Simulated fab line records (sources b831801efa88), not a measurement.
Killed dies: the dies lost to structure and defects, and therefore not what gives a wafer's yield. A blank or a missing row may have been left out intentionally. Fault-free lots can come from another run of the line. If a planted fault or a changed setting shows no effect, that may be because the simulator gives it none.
fab line records ; flow sky130
record: lots: 12; wafers: 36; last-day: 51
route steps=708 shown VT_ADJUST_NCORE@123 LOCAL_INTERCONNECT@388
lots untouched by any fault: they come from a run of this same line in which no faults occurred
start-h: the number of hours between the record's first day and the start of the first shown wafer of the lot ; wait-h: time in hours since the lot's previous step ; " identical to the entry in the row above ; L1.1+2: a single row standing in for several wafers ; - no value present, or no start provided ; * or withheld: withheld ; < > ~ a bound
route shown NAME@n: a module of which the file shows steps, and the number in the route of the first ; usual: the fault-free wafers' mean and standard deviation ; same: alike in all rows ; chamber/n: place in a boat ; sites: readings site by site ; _std_site: standard deviation of those values ; _edge_site: mean of outer sites minus mean of inner sites ; radius-mm: for every site, how far away it sits from the centre of the wafer ; mask NAME#n: copy n ; behind: tool/chamber where the wafer was last shaped ; hold: the reason the lot was held/the length of the hold in hours/how it ended ; device: whichever transistor did not switch (one of n, p or np) ; end of line: the tests these same wafers got at the end of their route ; a step given without rows: its recipe and nothing more ; killed: not the wafer's yield, but the dies lost to structure and defects at the first sort ; map: dies across one wafer; x = killed, . = not, _ = none there
set.NAME: setting as actually run; set.NAME@STEP: the setting as run at that earlier step ; model.NAME: the simulator's own value behind a step, which no gauge read
one table for each step of the route and one row for each wafer, over a sample of lots
services: the hour from which a tool's chamber was out of use, counted from the record's first day as start-h (under 0 if before that day), plus the number of hours and why
== steps ==
step: SKY_VT_ADJUST_NCORE_EXPOSE_04
recipe: mask-id: LVTN_COMPLEMENT_THIN; na: 0.6; source-shape: conventional; sigma-outer: 0.6; polarization: unpolarized; target-cd-nm: 380; dose-mj: 136.2
lot.wafer;tool;chamber;start-h;wait-h;mask
L884.1+4+5;iline-stepper-02;0;189.12;-;LVTN_COMPLEMENT_THIN#0
L885.1+3+5;iline-stepper-02;0;189.98;-;LVTN_COMPLEMENT_THIN#0
L886.2+5+6;iline-stepper-01;0;197.84;-;LVTN_COMPLEMENT_THIN#0
L887.3+4+5;iline-stepper-02;0;201.20;-;HVN_STD_DERIVED#0
L896.1+3+6;iline-stepper-01;0;267.80;-;LVTN_COMPLEMENT_THIN#0
L898.1+4+6;iline-stepper-01;0;278.50;-;LVTN_COMPLEMENT_THIN#0
L899.2+3+4;iline-stepper-02;0;280.13;-;LVTN_COMPLEMENT_THIN#0
L901.3+5+6;iline-stepper-02;0;294.86;-;LVTN_COMPLEMENT_THIN#0
L902.1+3+6;iline-stepper-02;0;299.70;-;LVTN_COMPLEMENT_THIN#0
L903.2+3+5;iline-stepper-01;0;308.40;-;LVTN_COMPLEMENT_THIN#0
L904.1+3+5;iline-stepper-02;0;314.71;-;LVTN_COMPLEMENT_THIN#0
L906.2+5+6;iline-stepper-02;0;334.49;-;LVTN_COMPLEMENT_THIN#0
step: SKY_VT_ADJUST_NCORE_CD_MEAS_07
recipe: target-cd-nm: 380
usual: cd-nm: 379.6/2.4
lot.wafer;tool;chamber;start-h;wait-h;cd-nm
L884.1;cd-sem-01;-;199.43;0.1;377.9
L884.4;cd-sem-01;-;199.43;0.1;377.2
L884.5;cd-sem-01;-;199.43;0.1;378.1
L885.1;cd-sem-02;-;200.65;0.1;380.6
L885.3;cd-sem-02;-;200.65;0.1;380.5
L885.5;cd-sem-02;-;200.65;0.1;380.8
L886.2;cd-sem-01;-;209.15;0.1;376.0
L886.5;cd-sem-01;-;209.15;0.1;377.3
L886.6;cd-sem-01;-;209.15;0.1;377.9
L887.3;cd-sem-02;-;212.77;0.1;-
L887.4;cd-sem-02;-;212.77;0.1;-
L887.5;cd-sem-02;-;212.77;0.1;-
L896.1;cd-sem-02;-;279.45;0.1;377.2
L896.3;cd-sem-02;-;279.45;0.1;375.9
L896.6;cd-sem-02;-;279.45;0.1;375.2
L898.1;cd-sem-02;-;290.75;0.2;383.4
L898.4;cd-sem-02;-;290.75;0.2;381.6
L898.6;cd-sem-02;-;290.75;0.2;380.2
L899.2;cd-sem-02;-;293.40;0.1;378.0
L899.3;cd-sem-02;-;293.40;0.1;377.7
L899.4;cd-sem-02;-;293.40;0.1;375.9
L901.3;cd-sem-02;-;307.52;0.1;380.0
L901.5;cd-sem-02;-;307.52;0.1;379.4
L901.6;cd-sem-02;-;307.52;0.1;377.6
L902.1;cd-sem-02;-;312.10;0.1;378.2
L902.3;cd-sem-02;-;312.10;0.1;379.8
L902.6;cd-sem-02;-;312.10;0.1;379.5
L903.2;cd-sem-01;-;321.72;0.1;378.9
L903.3;cd-sem-01;-;321.72;0.1;379.9
L903.5;cd-sem-01;-;321.72;0.1;379.1
L904.1;cd-sem-01;-;327.28;0.1;383.5
L904.3;cd-sem-01;-;327.28;0.1;382.4
L904.5;cd-sem-01;-;327.28;0.1;383.6
L906.2;cd-sem-01;-;348.80;0.1;380.2
L906.5;cd-sem-01;-;348.80;0.1;380.9
L906.6;cd-sem-01;-;348.80;0.1;380.4
step: SKY_VT_ADJUST_NCORE_TW_MEAS_11
usual: VT_ADJUST_NCORE_TW: 218.8/2.5
lot.wafer;tool;chamber;start-h;wait-h;hold;VT_ADJUST_NCORE_TW
L884.1;film-metro-03;-;199.84;0.1;-;215.9
L884.4;film-metro-03;-;199.84;0.1;-;215.2
L884.5;film-metro-03;-;199.84;0.1;-;215.4
L885.1;film-metro-02;-;201.05;0.1;-;222.2
L885.3;film-metro-02;-;201.05;0.1;-;222.7
L885.5;film-metro-02;-;201.05;0.1;-;221.9
L886.2;film-metro-02;-;209.55;0.1;-;221.8
L886.5;film-metro-02;-;209.55;0.1;-;221.1
L886.6;film-metro-02;-;209.55;0.1;-;222.2
L887.3;film-metro-01;-;213.16;0.1;await-dispo/0.2h/release;30.0
L887.4;film-metro-01;-;213.16;0.1;await-dispo/0.2h/release;30.2
L887.5;film-metro-01;-;213.16;0.1;await-dispo/0.2h/release;30.0
L887.3;film-metro-01;-;213.38;0.2;-;30.0
L887.4;film-metro-01;-;213.38;0.2;-;29.9
L887.5;film-metro-01;-;213.38;0.2;-;30.1
L896.1;film-metro-01;-;279.86;0.1;-;220.9
L896.3;film-metro-01;-;279.86;0.1;-;220.1
L896.6;film-metro-01;-;279.86;0.1;-;220.1
L898.1;film-metro-03;-;291.16;0.1;-;215.7
L898.4;film-metro-03;-;291.16;0.1;-;216.2
L898.6;film-metro-03;-;291.16;0.1;-;215.1
L899.2;film-metro-01;-;293.80;0.1;-;219.7
L899.3;film-metro-01;-;293.80;0.1;-;220.6
L899.4;film-metro-01;-;293.80;0.1;-;220.0
L901.3;film-metro-03;-;308.06;0.1;-;215.9
L901.5;film-metro-03;-;308.06;0.1;-;215.7
L901.6;film-metro-03;-;308.06;0.1;-;215.0
L902.1;film-metro-03;-;312.51;0.1;-;216.0
L902.3;film-metro-03;-;312.51;0.1;-;216.2
L902.6;film-metro-03;-;312.51;0.1;-;215.2
L903.2;film-metro-02;-;322.12;0.1;-;221.6
L903.3;film-metro-02;-;322.12;0.1;-;219.4
L903.5;film-metro-02;-;322.12;0.1;-;219.6
L904.1;film-metro-01;-;327.69;0.1;-;219.8
L904.3;film-metro-01;-;327.69;0.1;-;219.8
L904.5;film-metro-01;-;327.69;0.1;-;218.7
L906.2;film-metro-01;-;349.20;0.1;-;220.4
L906.5;film-metro-01;-;349.20;0.1;-;220.2
L906.6;film-metro-01;-;349.20;0.1;-;221.7
step: SKY_LOCAL_INTERCONNECT_RS_MEAS_01
recipe: thk-meas-gauge: four-point-probe; reads: TiN_of_LOCAL_INTERCONNECT_SPUTTER_00
usual: LOCAL_INTERCONNECT_TIN_RS: 14.19/0.17
lot.wafer;tool;chamber;start-h;wait-h;LOCAL_INTERCONNECT_TIN_RS[ohm/sq]
L885.1;film-metro-03;-;709.33;0.0;14.01
L885.3;film-metro-03;-;709.33;0.0;14.15
L885.5;film-metro-03;-;709.33;0.0;14.06
L884.1;film-metro-03;-;709.79;0.0;14.18
L884.4;film-metro-03;-;709.79;0.0;14.04
L884.5;film-metro-03;-;709.79;0.0;14.10
L886.2;film-metro-03;-;720.25;0.1;14.01
L886.5;film-metro-03;-;720.25;0.1;14.03
L886.6;film-metro-03;-;720.25;0.1;13.90
L896.1;film-metro-03;-;800.99;0.0;14.07
L896.3;film-metro-03;-;800.99;0.0;14.13
L896.6;film-metro-03;-;800.99;0.0;14.28
L898.1;film-metro-01;-;810.53;0.0;14.40
L898.4;film-metro-01;-;810.53;0.0;14.34
L898.6;film-metro-01;-;810.53;0.0;14.27
L899.2;film-metro-03;-;810.93;0.1;14.16
L899.3;film-metro-03;-;810.93;0.1;14.09
L899.4;film-metro-03;-;810.93;0.1;14.12
L901.3;film-metro-03;-;827.82;0.1;14.21
L901.5;film-metro-03;-;827.82;0.1;14.48
L901.6;film-metro-03;-;827.82;0.1;14.30
L902.1;film-metro-01;-;832.80;0.0;14.34
L902.3;film-metro-01;-;832.80;0.0;14.42
L902.6;film-metro-01;-;832.80;0.0;14.26
L903.2;film-metro-04;-;841.32;0.1;14.21
L903.3;film-metro-04;-;841.32;0.1;14.28
L903.5;film-metro-04;-;841.32;0.1;14.19
L904.1;film-metro-01;-;846.80;0.0;14.27
L904.3;film-metro-01;-;846.80;0.0;13.96
L904.5;film-metro-01;-;846.80;0.0;14.16
L906.2;film-metro-01;-;864.85;0.1;14.54
L906.5;film-metro-01;-;864.85;0.1;14.74
L906.6;film-metro-01;-;864.85;0.1;14.45
step: SKY_LOCAL_INTERCONNECT_THK_MEAS_02
recipe: thk-meas-gauge: xrf; reads: TiN_of_LOCAL_INTERCONNECT_SPUTTER_00
usual: LOCAL_INTERCONNECT_TIN_THK: 100.1/1.2
lot.wafer;tool;chamber;start-h;wait-h;LOCAL_INTERCONNECT_TIN_THK[nm]
L885.1;film-metro-03;-;709.45;0.1;101.4
L885.3;film-metro-03;-;709.45;0.1;100.1
L885.5;film-metro-03;-;709.45;0.1;100.7
L884.1;film-metro-03;-;709.91;0.1;99.6
L884.4;film-metro-03;-;709.91;0.1;100.9
L884.5;film-metro-03;-;709.91;0.1;100.9
L886.2;film-metro-03;-;720.36;0.1;101.4
L886.5;film-metro-03;-;720.36;0.1;101.4
L886.6;film-metro-03;-;720.36;0.1;102.3
L896.1;film-metro-03;-;801.11;0.1;101.0
L896.3;film-metro-03;-;801.11;0.1;100.8
L896.6;film-metro-03;-;801.11;0.1;99.9
L898.1;film-metro-01;-;810.65;0.1;97.7
L898.4;film-metro-01;-;810.65;0.1;98.3
L898.6;film-metro-01;-;810.65;0.1;98.9
L899.2;film-metro-03;-;811.04;0.1;100.0
L899.3;film-metro-03;-;811.04;0.1;101.1
L899.4;film-metro-03;-;811.04;0.1;100.5
L901.3;film-metro-03;-;827.92;0.1;100.2
L901.5;film-metro-03;-;827.92;0.1;98.5
L901.6;film-metro-03;-;827.92;0.1;99.9
L902.1;film-metro-01;-;832.92;0.1;98.8
L902.3;film-metro-01;-;832.92;0.1;98.6
L902.6;film-metro-01;-;832.92;0.1;99.3
L903.2;film-metro-04;-;841.43;0.1;99.8
L903.3;film-metro-04;-;841.43;0.1;99.3
L903.5;film-metro-04;-;841.43;0.1;100.1
L904.1;film-metro-01;-;846.92;0.1;99.6
L904.3;film-metro-01;-;846.92;0.1;101.5
L904.5;film-metro-01;-;846.92;0.1;100.0
L906.2;film-metro-01;-;864.96;0.1;96.7
L906.5;film-metro-01;-;864.96;0.1;95.8
L906.6;film-metro-01;-;864.96;0.1;97.5
step: SKY_LOCAL_INTERCONNECT_OVL_MEAS_12
usual: LOCAL_INTERCONNECT_OVL: 0/6.3
lot.wafer;tool;chamber;start-h;wait-h;LOCAL_INTERCONNECT_OVL[nm]
L885.1;overlay-02;-;738.22;0.1;8
L885.3;overlay-02;-;738.22;0.1;5
L885.5;overlay-02;-;738.22;0.1;10
L884.1;overlay-02;-;738.57;0.1;7
L884.4;overlay-02;-;738.57;0.1;2
L884.5;overlay-02;-;738.57;0.1;9
L886.2;overlay-01;-;749.22;0.1;0
L886.5;overlay-01;-;749.22;0.1;-3
L886.6;overlay-01;-;749.22;0.1;1
L896.1;overlay-02;-;828.02;0.1;-13
L896.3;overlay-02;-;828.02;0.1;-12
L896.6;overlay-02;-;828.02;0.1;-8
L898.1;overlay-02;-;838.12;0.1;-3
L898.4;overlay-02;-;838.12;0.1;2
L898.6;overlay-02;-;838.12;0.1;-1
L899.2;overlay-01;-;838.13;0.1;12
L899.3;overlay-01;-;838.13;0.1;12
L899.4;overlay-01;-;838.13;0.1;7
L901.3;overlay-02;-;854.58;0.1;0
L901.5;overlay-02;-;854.58;0.1;4
L901.6;overlay-02;-;854.58;0.1;0
L902.1;overlay-02;-;860.07;0.1;-7
L902.3;overlay-02;-;860.07;0.1;5
L902.6;overlay-02;-;860.07;0.1;-5
L903.2;overlay-01;-;867.72;0.1;3
L903.3;overlay-01;-;867.72;0.1;19
L903.5;overlay-01;-;867.72;0.1;16
L904.1;overlay-01;-;873.22;0.1;-2
L904.3;overlay-01;-;873.22;0.1;-7
L904.5;overlay-01;-;873.22;0.1;-4
L906.2;overlay-01;-;891.53;0.1;3
L906.5;overlay-01;-;891.53;0.1;-5
L906.6;overlay-01;-;891.53;0.1;7
== services ==
tool;chamber;start-h;hours;kind
iline-stepper-02;-;178.02;1.7;pm
iline-stepper-02;-;182.42;4.1;repair
iline-stepper-01;-;214.02;1.7;pm
== key ==
first-sign: step: SKY_VT_ADJUST_NCORE_EXPOSE_04; reading: mask; direction: changed
effect: step: SKY_VT_ADJUST_NCORE_CD_MEAS_07; reading: cd-nm; direction: missing
effect: step: SKY_VT_ADJUST_NCORE_TW_MEAS_11; reading: visit; direction: added
effect: step: SKY_VT_ADJUST_NCORE_TW_MEAS_11; reading: VT_ADJUST_NCORE_TW; direction: down; sigmas: 75; usual: 218.8; struck: 30.0
met-at SKY_VT_ADJUST_NCORE_EXPOSE_04
struck-lots L887
scrapped-behind SKY_VT_ADJUST_NCORE_TW_MEAS_11 L887.3,L887.4,L887.5
not-acting-at SKY_LOCAL_INTERCONNECT_RS_MEAS_01,SKY_LOCAL_INTERCONNECT_THK_MEAS_02,SKY_LOCAL_INTERCONNECT_OVL_MEAS_12
onset-between 189.98 201.20
fault: kind: wrong-mask; tool: any; chamber: -; onset-h: 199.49; steps: SKY_VT_ADJUST_NCORE_EXPOSE_04; aux-copy: HVN_STD_DERIVED#0; scope: struck-lots-only
